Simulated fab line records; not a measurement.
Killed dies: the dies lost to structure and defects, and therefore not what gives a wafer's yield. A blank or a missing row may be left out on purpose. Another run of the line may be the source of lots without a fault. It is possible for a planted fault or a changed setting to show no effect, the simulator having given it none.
fab line records + flow sfq_line
[record]
- lots = 6
- wafers = 16
- last_day = 88
route steps=325 shown INCOMING@1 L0@3 L0V@16 M0@28 M8@325
lots that met no fault: from a run of the same line without faults
start_h: start of the lot's first displayed wafer, in hours after the record's first day + wait_h: time in hours since the lot's previous step + " unchanged from the row above + L1.1+2: a single row standing in for several wafers + - no value, or no start was given + * or withheld: withheld + < > ~ a bound
route shown NAME@n: NAME is a module with steps in the file, n the number in the route of the first one + usual: mean/standard deviation taken from wafers without a fault + same: alike in all rows + chamber/n: place in a boat + sites: each site's reading + _std_site: their standard deviation + _edge_site: inner sites' mean taken away from outer sites' mean + radius_mm: how far each site lies from the wafer's centre + mask NAME#n: copy n + behind: the most recent tool/chamber to have shaped the wafer + hold: cause of the lot's hold/its duration in hours/its outcome + device: which transistor (n, p or np) failed to switch + end of line: at the end of the route, the tests of the same wafers + a step given without rows: its recipe and nothing more + killed: count of dies lost to structure and defects at first sort (not the wafer's yield) + map: a wafer's dies, marking killed ones x, the rest . and places with no die _
set.NAME: setting as actually run; set.NAME@STEP: the setting as run at that earlier step + model.NAME: the simulator's own value behind a step, which no gauge read
lots at selected steps of the route; one table per step, one row per wafer
services: from which hour (start_h, from the record's first day; less than 0 if before it) a tool's chamber was out of use, for how many hours, and why
[[steps]]
[step SFQ_INCOMING_BOW_MEAS_900]
[recipe]
- mode = bow
[usual]
- INCOMING_BOW = 1/6.4
| lot.wafer | tool          | chamber | start_h | wait_h | INCOMING_BOW[um] |
|-----------|---------------|---------|---------|--------|------------------|
| L259.3    | film_metro-04 | -       | 35.04   | -      | -7               |
| L259.4    | "             | -       | "       | "      | -8               |
| L259.5    | "             | -       | "       | "      | 1                |
| L263.1    | film_metro-04 | -       | 55.00   | -      | -13              |
| L263.2    | "             | -       | "       | "      | -1               |
| L263.6    | "             | -       | "       | "      | -3               |
| L265.1    | film_metro-03 | -       | 65.00   | -      | 3                |
| L265.4    | "             | -       | "       | "      | -4               |
| L265.5    | "             | -       | "       | "      | -4               |
| L266.2    | film_metro-03 | -       | 70.02   | -      | 0                |
| L266.5    | "             | -       | "       | "      | -6               |
| L268.2    | film_metro-01 | -       | 80.02   | -      | 3                |
| L268.6    | "             | -       | "       | "      | -3               |
| L271.2    | film_metro-04 | -       | 95.02   | -      | -1               |
| L271.4    | "             | -       | "       | "      | 8                |
| L271.5    | "             | -       | "       | "      | 0                |
[step SFQ_TRILAYER_INCOMING_OXIDATION_002]
[recipe]
- temp_c = 1000
- ambient = H2O
- target_thk_a = 5000
- p_h2o_torr = 720
- ox_time_s = 4939
[step SFQ_TRILAYER_L0_DEP_SPUTTER_003]
[recipe]
- material = MoNx_KI
- base_pressure_pa = 1.33e-06
- target_thk_nm = 40
- power_w = 800
- time_s = 100
- chamber_pressure_pa = 0.4
[usual]
- throttle_valve_pct = 29.7/0.64
| lot.wafer | tool           | chamber | start_h | wait_h | throttle_valve_pct | model.MoNx_KI_of_TRILAYER_L0_DEP_SPUTTER_003.thk_nm |
|-----------|----------------|---------|---------|--------|--------------------|-----------------------------------------------------|
| L259.3    | pvd_sputter-03 | -       | 37.49   | 0.0    | 30.5               | 39.93                                               |
| L259.4    | "              | -       | "       | "      | 29.9               | 39.61                                               |
| L259.5    | "              | -       | "       | "      | 29.9               | 39.88                                               |
| L263.1    | pvd_sputter-06 | -       | 57.49   | 0.0    | 29.6               | 40.62                                               |
| L263.2    | "              | -       | "       | "      | 28.4               | 40.05                                               |
| L263.6    | "              | -       | "       | "      | 29.7               | 39.91                                               |
| L265.1    | pvd_sputter-06 | -       | 67.49   | 0.0    | 29.4               | 40.73                                               |
| L265.4    | "              | -       | "       | "      | 28.8               | 40.2                                                |
| L265.5    | "              | -       | "       | "      | 29.8               | 40.09                                               |
| L266.2    | pvd_sputter-03 | -       | 72.49   | 0.0    | 29.0               | 40.18                                               |
| L266.5    | "              | -       | "       | "      | 30.5               | 56.22                                               |
| L268.2    | pvd_sputter-03 | -       | 82.49   | 0.0    | 29.7               | 39.24                                               |
| L268.6    | "              | -       | "       | "      | 30.0               | 55.35                                               |
| L271.2    | pvd_sputter-06 | -       | 97.49   | 0.0    | 30.0               | 39.66                                               |
| L271.4    | "              | -       | "       | "      | 29.5               | 40.09                                               |
| L271.5    | "              | -       | "       | "      | 29.9               | 39.51                                               |
[step SFQ_L0_RS_MEAS_901]
[recipe]
- thk_meas_gauge = four-point-probe
- reads = MoNx_KI_of_TRILAYER_L0_DEP_SPUTTER_003
[usual]
- L0_MONX_KI_RS = 43.5/0.47
| lot.wafer | tool          | chamber | start_h | wait_h | L0_MONX_KI_RS[ohm/sq] |
|-----------|---------------|---------|---------|--------|-----------------------|
| L259.3    | film_metro-01 | -       | 37.60   | 0.1    | 43.6                  |
| L259.4    | "             | -       | "       | "      | 43.9                  |
| L259.5    | "             | -       | "       | "      | 43.7                  |
| L263.1    | film_metro-02 | -       | 57.56   | 0.0    | 42.8                  |
| L263.2    | "             | -       | "       | "      | 43.4                  |
| L263.6    | "             | -       | "       | "      | 43.5                  |
| L265.1    | film_metro-02 | -       | 67.56   | 0.0    | 42.8                  |
| L265.4    | "             | -       | "       | "      | 43.2                  |
| L265.5    | "             | -       | "       | "      | 43.5                  |
| L266.2    | film_metro-02 | -       | 72.58   | 0.1    | 43.4                  |
| L266.5    | "             | -       | "       | "      | 30.9                  |
| L268.2    | film_metro-01 | -       | 82.58   | 0.1    | 44.4                  |
| L268.6    | "             | -       | "       | "      | 31.5                  |
| L271.2    | film_metro-04 | -       | 97.58   | 0.1    | 43.9                  |
| L271.4    | "             | -       | "       | "      | 43.3                  |
| L271.5    | "             | -       | "       | "      | 44.0                  |
[step SFQ_L0_THK_MEAS_902]
[recipe]
- thk_meas_gauge = xrf
- reads = MoNx_KI_of_TRILAYER_L0_DEP_SPUTTER_003
[usual]
- L0_MONX_KI_THK = 39.6/0.48
| lot.wafer | tool          | chamber | start_h | wait_h | L0_MONX_KI_THK[nm] |
|-----------|---------------|---------|---------|--------|--------------------|
| L259.3    | film_metro-01 | -       | 37.70   | 0.1    | 39.6               |
| L259.4    | "             | -       | "       | "      | 38.9               |
| L259.5    | "             | -       | "       | "      | 39.6               |
| L263.1    | film_metro-02 | -       | 57.68   | 0.1    | 40.1               |
| L263.2    | "             | -       | "       | "      | 39.8               |
| L263.6    | "             | -       | "       | "      | 39.3               |
| L265.1    | film_metro-02 | -       | 67.68   | 0.1    | 40.3               |
| L265.4    | "             | -       | "       | "      | 39.5               |
| L265.5    | "             | -       | "       | "      | 39.3               |
| L266.2    | film_metro-02 | -       | 72.69   | 0.1    | 39.5               |
| L266.5    | "             | -       | "       | "      | 55.6               |
| L268.2    | film_metro-01 | -       | 82.69   | 0.1    | 39.4               |
| L268.6    | "             | -       | "       | "      | 55.6               |
| L271.2    | film_metro-04 | -       | 97.69   | 0.1    | 38.8               |
| L271.4    | "             | -       | "       | "      | 39.4               |
| L271.5    | "             | -       | "       | "      | 38.9               |
[step SFQ_TRILAYER_L0_LITHO_COAT_010]
[recipe]
- resist = BARC
- spin_rpm = 3000
- resist_thk_nm = 62
[step SFQ_TRILAYER_L0_LITHO_COAT_005]
[recipe]
- resist = KrF
- spin_rpm = 3000
- resist_thk_nm = 600
[step SFQ_TRILAYER_L0_LITHO_SOFTBAKE_009]
[recipe]
- temp_c = withheld
- time_s = withheld
- resist = KrF
[step SFQ_TRILAYER_L0_LITHO_EXPOSE_006]
[recipe]
- mask_id = L0
- na = 0.6
- source_shape = conventional
- sigma_outer = 0.65
- target_cd_nm = 2000
- dose_mj = 14.4
[step SFQ_TRILAYER_L0_LITHO_PEB_008]
[recipe]
- peb_temp_c = 115
- peb_time_s = 60
- resist = KrF
[step SFQ_TRILAYER_L0_LITHO_DEVELOP_007]
[recipe]
- time_s = 60
- resist = KrF
[step SFQ_TRILAYER_L0_BARC_OPEN_METAL_ETCH_010]
[recipe]
- mask_material = PR
- chemistry = O2
- target_depth_nm = 125
- target = BARC
- icp_w = 600
- bias_w = 80
- pressure_mtorr = 10
- time_s = 41.7
[step SFQ_TRILAYER_L0_ETCH_METAL_ETCH_008]
[recipe]
- target = MoNx_KI
- stop_on = SiO2
- mask_material = PR
- chemistry = SF6/O2
- target_depth_nm = 50
- icp_w = 600
- bias_w = 80
- pressure_mtorr = 10
- time_s = 25
[usual]
- drypump_motor_current_A = 6.0/0.52
- he_backside_leak_sccm = 3.47/0.21
- oes_product_au = 0.874/0.007
| lot.wafer | tool         | chamber | start_h | wait_h | drypump_motor_current_A | he_backside_leak_sccm | oes_product_au | rf_hours_counter_h |
|-----------|--------------|---------|---------|--------|-------------------------|-----------------------|----------------|--------------------|
| L259.3    | rie_metal-02 | 0       | 112.54  | 0.0    | 6.2                     | 3.52                  | 0.871          | -                  |
| L259.4    | "            | 1       | "       | "      | 5.9                     | 3.58                  | 0.868          | -                  |
| L259.5    | "            | 1       | "       | "      | 5.9                     | 3.74                  | 0.876          | -                  |
| L263.1    | rie_metal-04 | 0       | 132.92  | 0.0    | 6.4                     | 3.37                  | 0.893          | 23                 |
| L263.2    | "            | 1       | "       | "      | 5.2                     | 3.51                  | 0.864          | 18                 |
| L263.6    | "            | 0       | "       | "      | 6.4                     | 3.22                  | 0.877          | -                  |
| L265.1    | rie_metal-04 | 1       | 140.12  | 0.0    | 5.1                     | 3.49                  | 0.880          | 20                 |
| L265.4    | "            | 1       | "       | "      | 5.2                     | 3.54                  | 0.874          | -                  |
| L265.5    | "            | 1       | "       | "      | 5.1                     | 3.76                  | 0.872          | -                  |
| L266.2    | rie_metal-04 | 0       | 146.12  | 0.0    | 6.4                     | 3.27                  | 0.876          | 25                 |
| L266.5    | "            | 1       | "       | "      | 5.2                     | 3.63                  | 0.994          | -                  |
| L268.2    | rie_metal-03 | 0       | 156.92  | 0.0    | 6.6                     | 3.20                  | 0.863          | 21                 |
| L268.6    | "            | 0       | "       | "      | 6.6                     | 3.36                  | 0.984          | -                  |
| L271.2    | rie_metal-03 | 1       | 179.00  | 0.0    | 5.7                     | 3.27                  | 0.868          | 19                 |
| L271.4    | "            | 1       | "       | "      | 5.7                     | 3.39                  | 0.879          | -                  |
| L271.5    | "            | 1       | "       | "      | 5.7                     | 3.13                  | 0.861          | -                  |
[step SFQ_TRILAYER_L0_STRIP_STRIP_009]
[recipe]
- gas = O2
- power_w = 200
- platen_temp_c = 40
- overash_fraction = 0.65
- chemistry = O2
- pressure_mtorr = 50
[usual]
- drypump_motor_current_A = 6.0/0.51
- he_backside_leak_sccm = 3.5/0.39
- oes_product_au = 0.997/0.0084
[same]
- overash_fraction = 0.65
| lot.wafer | tool         | chamber | start_h | wait_h | drypump_motor_current_A | he_backside_leak_sccm | oes_product_au | rf_hours_counter_h |
|-----------|--------------|---------|---------|--------|-------------------------|-----------------------|----------------|--------------------|
| L259.3    | rie_metal-02 | 0       | 112.77  | 0.2    | 6.2                     | 3.6                   | 0.994          | -                  |
| L259.4    | "            | 1       | "       | "      | 5.9                     | 3.4                   | 0.996          | -                  |
| L259.5    | "            | 1       | "       | "      | 5.9                     | 3.7                   | 0.993          | -                  |
| L263.1    | rie_metal-04 | 0       | 132.97  | 0.0    | 6.4                     | 3.5                   | 0.992          | 23                 |
| L263.2    | "            | 1       | "       | "      | 5.2                     | 3.6                   | 1.005          | 18                 |
| L263.6    | "            | 0       | "       | "      | 6.4                     | 3.4                   | 0.981          | -                  |
| L265.1    | rie_metal-04 | 1       | 140.17  | 0.0    | 5.2                     | 3.7                   | 1.008          | 20                 |
| L265.4    | "            | 1       | "       | "      | 5.2                     | 3.4                   | 1.003          | -                  |
| L265.5    | "            | 1       | "       | "      | 5.1                     | 3.7                   | 0.993          | -                  |
| L266.2    | rie_metal-04 | 0       | 146.17  | 0.0    | 6.4                     | 3.3                   | 0.992          | 25                 |
| L266.5    | "            | 1       | "       | "      | 5.2                     | 3.7                   | 1.002          | -                  |
| L268.2    | rie_metal-03 | 0       | 156.97  | 0.0    | 6.5                     | 3.3                   | 0.978          | 21                 |
| L268.6    | "            | 0       | "       | "      | 6.6                     | 3.4                   | 0.977          | -                  |
| L271.2    | rie_metal-03 | 1       | 179.04  | 0.0    | 5.7                     | 3.4                   | 0.996          | 19                 |
| L271.4    | "            | 1       | "       | "      | 5.7                     | 3.4                   | 1.003          | -                  |
| L271.5    | "            | 1       | "       | "      | 5.7                     | 3.4                   | 0.989          | -                  |
[step SFQ_TRILAYER_L0_STRIP_SOLV_CLEAN_010]
[recipe]
- chemistry = NMP
- temp_c = 70
- time_s = 600
[step SFQ_TRILAYER_L0_CAP_PECVD_011]
[recipe]
- material = SiO2
- temp_c = 150
- time_s = 13.333
- pressure_torr = 2.4
- rf_w = 183.3
- precursor = SiH4/N2O
- target_thk_nm = 60
[usual]
- chamber_pressure_Torr = 2.399/0.0052
- heater_power_w = 86/18
- throttle_valve_pct = 25.0/0.69
| lot.wafer | tool     | chamber | start_h | wait_h | chamber_pressure_Torr | heater_power_w | since_wet_clean_h | throttle_valve_pct |
|-----------|----------|---------|---------|--------|-----------------------|----------------|-------------------|--------------------|
| L259.3    | pecvd-02 | 2       | 113.35  | 0.0    | 2.399                 | 83             | 275               | 24.9               |
| L259.4    | "        | 1       | "       | "      | 2.393                 | 87             | -                 | 23.4               |
| L259.5    | "        | 2       | "       | "      | 2.402                 | 83             | -                 | 24.8               |
| L263.1    | pecvd-01 | 2       | 133.75  | 0.0    | 2.400                 | 61             | 678               | 25.7               |
| L263.2    | "        | 1       | "       | "      | 2.406                 | 97             | 678               | 24.6               |
| L263.6    | "        | 2       | "       | "      | 2.392                 | 60             | -                 | 25.6               |
| L265.1    | pecvd-03 | 2       | 140.95  | 0.0    | 2.396                 | 77             | 1425              | 25.2               |
| L265.4    | "        | 2       | "       | "      | 2.399                 | 79             | -                 | 25.2               |
| L265.5    | "        | 0       | "       | "      | 2.399                 | 97             | -                 | 25.5               |
| L266.2    | pecvd-03 | 1       | 146.95  | 0.0    | 2.402                 | 113            | 1431              | 25.7               |
| L266.5    | "        | 1       | "       | "      | 2.400                 | 114            | -                 | 26.1               |
| L268.2    | pecvd-03 | 0       | 157.75  | 0.0    | 2.389                 | 105            | 1441              | 25.3               |
| L268.6    | "        | 1       | "       | "      | 2.402                 | 113            | -                 | 25.6               |
| L271.2    | pecvd-03 | 2       | 179.84  | 0.0    | 2.394                 | 76             | 1464              | 25.1               |
| L271.4    | "        | 1       | "       | "      | 2.402                 | 113            | -                 | 25.5               |
| L271.5    | "        | 0       | "       | "      | 2.403                 | 109            | -                 | 25.3               |
[step SFQ_TRILAYER_L0_VIA_LITHO_COAT_018]
[recipe]
- resist = BARC
- spin_rpm = 3000
- resist_thk_nm = 62
[step SFQ_TRILAYER_L0_VIA_LITHO_COAT_013]
[recipe]
- resist = KrF
- spin_rpm = 3000
- resist_thk_nm = 650
[step SFQ_TRILAYER_L0_VIA_LITHO_SOFTBAKE_017]
[recipe]
- temp_c = withheld
- time_s = withheld
- resist = KrF
[step SFQ_TRILAYER_L0_VIA_LITHO_EXPOSE_014]
[recipe]
- mask_id = L0V
- na = 0.6
- source_shape = conventional
- sigma_outer = 0.65
- target_cd_nm = 700
- dose_mj = 21.3
[step SFQ_TRILAYER_L0_VIA_LITHO_PEB_016]
[recipe]
- peb_temp_c = 115
- peb_time_s = 60
- resist = KrF
[step SFQ_TRILAYER_L0_VIA_LITHO_DEVELOP_015]
[recipe]
- time_s = 60
- resist = KrF
[step SFQ_L0V_OVL_MEAS_903]
[usual]
- L0V_OVL = -1/4.9
| lot.wafer | tool       | chamber | start_h | wait_h | L0V_OVL[nm] |
|-----------|------------|---------|---------|--------|-------------|
| L259.3    | overlay-02 | -       | 199.32  | 0.1    | 3           |
| L259.4    | "          | -       | "       | "      | -3          |
| L259.5    | "          | -       | "       | "      | 2           |
| L263.1    | overlay-01 | -       | 217.31  | 0.1    | -2          |
| L263.2    | "          | -       | "       | "      | -9          |
| L263.6    | "          | -       | "       | "      | -1          |
| L265.1    | overlay-02 | -       | 227.01  | 0.1    | -7          |
| L265.4    | "          | -       | "       | "      | -5          |
| L265.5    | "          | -       | "       | "      | -11         |
| L266.2    | overlay-01 | -       | 230.62  | 0.1    | 1           |
| L266.5    | "          | -       | "       | "      | -7          |
| L268.2    | overlay-01 | -       | 246.22  | 0.1    | 0           |
| L268.6    | "          | -       | "       | "      | -7          |
| L271.2    | overlay-02 | -       | 273.94  | 0.1    | 0           |
| L271.4    | "          | -       | "       | "      | 1           |
| L271.5    | "          | -       | "       | "      | -4          |
[step SFQ_TRILAYER_L0_VIA_BARC_OPEN_VIA_ETCH_021]
[recipe]
- mask_material = PR
- chemistry = O2
- target_depth_nm = 125
- target = BARC
- source_w = 500
- bias_w = 80
- pressure_mtorr = 30
- time_s = 41.7
[usual]
- drypump_motor_current_A = 5.4/0.53
- oes_product_au = 0.685/0.0047
| lot.wafer | tool        | chamber | start_h | wait_h | drypump_motor_current_A | oes_product_au | rf_hours_counter_h |
|-----------|-------------|---------|---------|--------|-------------------------|----------------|--------------------|
| L259.3    | rie_diel-03 | 0       | 199.35  | 0.0    | 6.5                     | 0.690          | 5                  |
| L259.4    | "           | 2       | "       | "      | 5.8                     | 0.681          | 18                 |
| L259.5    | "           | 2       | "       | "      | 5.8                     | 0.682          | -                  |
| L263.1    | rie_diel-04 | 1       | 217.35  | 0.0    | 5.3                     | 0.688          | 6                  |
| L263.2    | "           | 2       | "       | "      | 5.3                     | 0.687          | 77                 |
| L263.6    | "           | 2       | "       | "      | 5.3                     | 0.681          | -                  |
| L265.1    | rie_diel-03 | 0       | 227.05  | 0.0    | 6.5                     | 0.685          | 5                  |
| L265.4    | "           | 0       | "       | "      | 6.5                     | 0.690          | -                  |
| L265.5    | "           | 3       | "       | "      | 4.7                     | 0.691          | -                  |
| L266.2    | rie_diel-02 | 1       | 230.65  | 0.0    | 5.0                     | 0.685          | 136                |
| L266.5    | "           | 3       | "       | "      | 5.9                     | 0.683          | -                  |
| L268.2    | rie_diel-03 | 3       | 246.25  | 0.0    | 4.7                     | 0.688          | 57                 |
| L268.6    | "           | 1       | "       | "      | 5.0                     | 0.682          | -                  |
| L271.2    | rie_diel-03 | 2       | 273.97  | 0.0    | 5.8                     | 0.692          | 19                 |
| L271.4    | "           | 0       | "       | "      | 6.5                     | 0.695          | 6                  |
| L271.5    | "           | 2       | "       | "      | 5.8                     | 0.685          | -                  |
[step SFQ_TRILAYER_L0_VIA_ETCH_VIA_ETCH_016]
[recipe]
- target = SiO2
- stop_on = MoNx_KI
- mask_material = PR
- chemistry = CHF3
- target_depth_nm = 80
- source_w = 500
- bias_w = 80
- pressure_mtorr = 30
- time_s = withheld
[usual]
- drypump_motor_current_A = 5.4/0.52
- oes_product_au = 0.842/0.0073
| lot.wafer | tool        | chamber | start_h | wait_h | drypump_motor_current_A | oes_product_au |
|-----------|-------------|---------|---------|--------|-------------------------|----------------|
| L259.3    | rie_diel-03 | 0       | 199.39  | 0.0    | 6.5                     | 0.845          |
| L259.4    | "           | 2       | "       | "      | 5.8                     | 0.844          |
| L259.5    | "           | 2       | "       | "      | 5.8                     | 0.846          |
| L263.1    | rie_diel-04 | 1       | 217.39  | 0.0    | 5.4                     | 0.840          |
| L263.2    | "           | 2       | "       | "      | 5.3                     | 0.826          |
| L263.6    | "           | 2       | "       | "      | 5.3                     | 0.847          |
| L265.1    | rie_diel-03 | 0       | 227.09  | 0.0    | 6.5                     | 0.841          |
| L265.4    | "           | 0       | "       | "      | 6.5                     | 0.839          |
| L265.5    | "           | 3       | "       | "      | 4.7                     | 0.850          |
| L266.2    | rie_diel-02 | 1       | 230.69  | 0.0    | 5.0                     | 0.834          |
| L266.5    | "           | 3       | "       | "      | 5.8                     | 0.837          |
| L268.2    | rie_diel-03 | 3       | 246.29  | 0.0    | 4.7                     | 0.846          |
| L268.6    | "           | 1       | "       | "      | 5.0                     | 0.844          |
| L271.2    | rie_diel-03 | 2       | 274.01  | 0.0    | 5.7                     | 0.844          |
| L271.4    | "           | 0       | "       | "      | 6.5                     | 0.853          |
| L271.5    | "           | 2       | "       | "      | 5.8                     | 0.853          |
[step SFQ_TRILAYER_L0_VIA_STRIP_STRIP_017]
[recipe]
- gas = O2
- power_w = 200
- platen_temp_c = 40
- overash_fraction = 0.65
- chemistry = O2
- pressure_mtorr = 50
[step SFQ_TRILAYER_L0_VIA_STRIP_SOLV_CLEAN_018]
[recipe]
- chemistry = NMP
- temp_c = 70
- time_s = 600
[step SFQ_TRILAYER_M0_DEP_PRE_CLEAN_020]
[recipe]
- gas = Ar
- time_s = 15
- bias_v = 250
[step SFQ_TRILAYER_M0_DEP_SPUTTER_019]
[recipe]
- material = Nb
- base_pressure_pa = 1.33e-06
- chamber_pressure_pa = 0.1333
- substrate_temp_c = 20
- resputter_cathode_voltage_v = 400
- target_thk_nm = 200
- power_w = 2000
- time_s = 133.3
[usual]
- resputter_cathode_voltage_v = 400/4.1
- throttle_valve_pct = 29.7/0.76
| lot.wafer | tool           | chamber | start_h | wait_h | resputter_cathode_voltage_v | throttle_valve_pct |
|-----------|----------------|---------|---------|--------|-----------------------------|--------------------|
| L259.3    | pvd_sputter-05 | -       | 200.23  | 0.0    | 404                         | 29.6               |
| L259.4    | "              | -       | "       | "      | 404                         | 30.0               |
| L259.5    | "              | -       | "       | "      | 397                         | 28.8               |
| L263.1    | pvd_sputter-05 | -       | 218.23  | 0.0    | 402                         | 29.3               |
| L263.2    | "              | -       | "       | "      | 395                         | 29.9               |
| L263.6    | "              | -       | "       | "      | 398                         | 28.6               |
| L265.1    | pvd_sputter-05 | -       | 227.93  | 0.0    | 406                         | 29.9               |
| L265.4    | "              | -       | "       | "      | 401                         | 29.6               |
| L265.5    | "              | -       | "       | "      | 401                         | 29.6               |
| L266.2    | pvd_sputter-04 | -       | 231.53  | 0.0    | 395                         | 31.2               |
| L266.5    | "              | -       | "       | "      | 407                         | 29.2               |
| L268.2    | pvd_sputter-04 | -       | 247.13  | 0.0    | 402                         | 31.1               |
| L268.6    | "              | -       | "       | "      | 405                         | 30.5               |
| L271.2    | pvd_sputter-04 | -       | 274.86  | 0.0    | 402                         | 30.4               |
| L271.4    | "              | -       | "       | "      | 402                         | 30.6               |
| L271.5    | "              | -       | "       | "      | 404                         | 29.3               |
[step SFQ_M0_RS_MEAS_904]
[recipe]
- thk_meas_gauge = four-point-probe
- reads = Nb_of_TRILAYER_M0_DEP_SPUTTER_019
[usual]
- M0_NB_RS = 0.892/0.01
| lot.wafer | tool          | chamber | start_h | wait_h | M0_NB_RS[ohm/sq] |
|-----------|---------------|---------|---------|--------|------------------|
| L259.3    | film_metro-02 | -       | 200.36  | 0.1    | 0.900            |
| L259.4    | "             | -       | "       | "      | 0.896            |
| L259.5    | "             | -       | "       | "      | 0.891            |
| L263.1    | film_metro-02 | -       | 218.32  | 0.0    | 0.874            |
| L263.2    | "             | -       | "       | "      | 0.882            |
| L263.6    | "             | -       | "       | "      | 0.870            |
| L265.1    | film_metro-03 | -       | 228.02  | 0.0    | 0.906            |
| L265.4    | "             | -       | "       | "      | 0.900            |
| L265.5    | "             | -       | "       | "      | 0.899            |
| L266.2    | film_metro-01 | -       | 231.64  | 0.1    | 0.905            |
| L266.5    | "             | -       | "       | "      | 0.903            |
| L268.2    | film_metro-01 | -       | 247.24  | 0.1    | 0.886            |
| L268.6    | "             | -       | "       | "      | 0.897            |
| L271.2    | film_metro-02 | -       | 274.97  | 0.1    | 0.888            |
| L271.4    | "             | -       | "       | "      | 0.883            |
| L271.5    | "             | -       | "       | "      | 0.885            |
[step SFQ_TRILAYER_M0_LITHO_COAT_026]
[recipe]
- resist = BARC
- spin_rpm = 3000
- resist_thk_nm = 62
[step SFQ_M8_BOW_MEAS_951]
[recipe]
- mode = bow
[usual]
- M8_BOW = 8/13
| lot.wafer | tool          | chamber | start_h | wait_h | M8_BOW[um] | model.etest.l0.ohm_sq | model.etest.l0.comb_log10_ohm |
|-----------|---------------|---------|---------|--------|------------|-----------------------|-------------------------------|
| L259.3    | film_metro-04 | -       | 1915.74 | 0.0    | -2         | 43.55                 | 12                            |
| L259.4    | "             | -       | "       | "      | -3         | 43.9                  | 12                            |
| L259.5    | "             | -       | "       | "      | 7          | 43.61                 | 12                            |
| L263.1    | film_metro-04 | -       | 1933.99 | 0.0    | -14        | 42.81                 | 12                            |
| L263.2    | "             | -       | "       | "      | -3         | 43.42                 | 12                            |
| L263.6    | "             | -       | "       | "      | -4         | 43.57                 | 12                            |
| L265.1    | film_metro-03 | -       | 1938.75 | 0.0    | 20         | 42.7                  | 12                            |
| L265.4    | "             | -       | "       | "      | 13         | 43.26                 | 12                            |
| L265.5    | "             | -       | "       | "      | 14         | 43.38                 | 12                            |
| L266.2    | film_metro-03 | -       | 1943.00 | 0.0    | 14         | 43.28                 | 12                            |
| L266.5    | "             | -       | "       | "      | 7          | 30.93                 | 0                             |
| L268.2    | film_metro-04 | -       | 1944.20 | 0.0    | 16         | 44.32                 | 12                            |
| L268.6    | "             | -       | "       | "      | 9          | 31.42                 | 0                             |
| L271.2    | film_metro-02 | -       | 2122.24 | 0.0    | 6          | 43.85                 | 12                            |
| L271.4    | "             | -       | "       | "      | 15         | 43.38                 | 12                            |
| L271.5    | "             | -       | "       | "      | 7          | 44.01                 | 12                            |
[[services]]
| tool           | chamber | start_h | hours | kind   |
|----------------|---------|---------|-------|--------|
| pecvd-03       | -       | 38.75   | 1.3   | repair |
| pecvd-03       | -       | 46.17   | 2.8   | pm     |
| pvd_sputter-06 | -       | 53.36   | 3.1   | repair |
| pecvd-03       | 2       | 57.70   | 20.8  | repair |
| rie_diel-03    | -       | 60.98   | 2.5   | repair |
| rie_diel-03    | 0       | 82.33   | 7.1   | repair |
| rie_metal-04   | -       | 83.50   | 0.7   | repair |
| rie_diel-03    | -       | 104.75  | 2.8   | pm     |
| rie_metal-04   | -       | 122.35  | 2.8   | pm     |
| rie_diel-03    | 2       | 127.90  | 6.5   | repair |
| rie_metal-03   | -       | 128.40  | 0.9   | repair |
| pecvd-03       | 0       | 131.77  | 2.3   | repair |
| pecvd-03       | 0       | 144.66  | 8.5   | repair |
| rie_diel-03    | 2       | 144.82  | 1.8   | repair |
| rie_diel-03    | 0       | 166.15  | 1.6   | repair |
| rie_metal-04   | 1       | 166.51  | 7.1   | repair |
| rie_diel-03    | -       | 166.93  | 0.7   | repair |
| pecvd-03       | 2       | 183.65  | 12.7  | repair |
| pecvd-03       | -       | 194.25  | 14.0  | pm     |
| pecvd-03       | -       | 196.49  | 0.6   | repair |
| pecvd-03       | -       | 212.42  | 0.6   | repair |
| rie_diel-03    | 2       | 224.86  | 3.7   | repair |
| rie_diel-03    | 0       | 239.54  | 11.6  | repair |
| rie_metal-04   | -       | 259.33  | 0.8   | repair |
[[key]]
[first_sign]
- step = SFQ_L0_RS_MEAS_901
- reading = L0_MONX_KI_RS
- direction = down
- sigmas = 26
- usual = 43.5
- struck = 31.2
[effect]
- step = SFQ_L0_THK_MEAS_902
- reading = L0_MONX_KI_THK
- direction = up
- sigmas = 34
- usual = 39.6
- struck = 55.6
[effect]
- step = SFQ_TRILAYER_L0_ETCH_METAL_ETCH_008
- reading = oes_product_au
- direction = up
- sigmas = 17
- usual = 0.874
- struck = 0.989
[model_effect]
- step = SFQ_TRILAYER_L0_DEP_SPUTTER_003
- value = MoNx_KI_of_TRILAYER_L0_DEP_SPUTTER_003.thk_nm
- without = 39.44
- struck = 55.79
[model_effect]
- step = SFQ_M8_BOW_MEAS_951
- value = etest.l0.ohm_sq
- without = 44.1
- struck = 31.18
met_at SFQ_TRILAYER_L0_DEP_SPUTTER_003
struck_wafers L266.5,L268.6
onset_between 37.49 72.49
[fault]
- kind = process_parameter_drift
- tool = pvd_sputter-03
- chamber = -
- onset_h = 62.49
- steps = SFQ_TRILAYER_L0_DEP_SPUTTER_003
- channel = target_thk_nm
- offset = 16.347
- shape = step
- end_h = 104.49
- scope = struck_wafers_only
- acts_in = these_recipes_only
- stated = 40
